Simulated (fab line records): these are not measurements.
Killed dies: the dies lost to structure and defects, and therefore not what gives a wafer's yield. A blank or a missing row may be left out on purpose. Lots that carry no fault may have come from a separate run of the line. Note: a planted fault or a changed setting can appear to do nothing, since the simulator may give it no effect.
Chamber matching ; flow sky130 ; SKY_CONTACT_CMP_27 on cmp-02 has 4 sister chambers
The step polishes, stops on SiO2, t overpolish 15 s, target thk 0 nm. 4 wafers are shown with their chamber, then 8 later ones without.

EACH WAFER AND ITS CHAMBER
wafer;chamber;motor-current-A (A)
L234.4;2;12.7
L239.1;0;11.6
L239.3;1;10.6
L240.3;3;11.9

WAFERS WITHOUT THEIR CHAMBER
wafer;motor-current-A (A)
L240.4;11.9
L240.5;12.1
L241.2;11.9
L241.3;11.5
L241.4;10.9
L242.1;11.6
L242.3;11.7
L242.4;12.2

EACH ONE'S CHAMBER
wafer;from the rows above;in truth
L240.4;can't be placed: 3 or 0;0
L240.5;can't be placed: 3 or 0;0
L241.2;can't be placed: 3 or 0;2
L241.3;can't be placed: 0 or 3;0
L241.4;1;1
L242.1;can't be placed: 0 or 3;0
L242.3;can't be placed: 0 or 3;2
L242.4;can't be placed: 3 or 2 or 0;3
Correct placement for 1 of the 8. Cannot be placed on the basis of these rows: 7; the candidates contain the true chamber in 5. Placed wrongly: 0.
How it was worked out, from the rows above alone: a wafer's distance from a chamber is the root of the sum, over the readings, of the square of ((its reading less the chamber's mean) divided by the reading's scatter). The wafer belongs to the nearest chamber; if the next one is less than 2 further off, it can't be placed. The mean given for a chamber averages the wafers shown for that chamber. The scatter: root of mean squared gap, hidden wafer to nearest shown wafer, with one shown wafer a chamber.
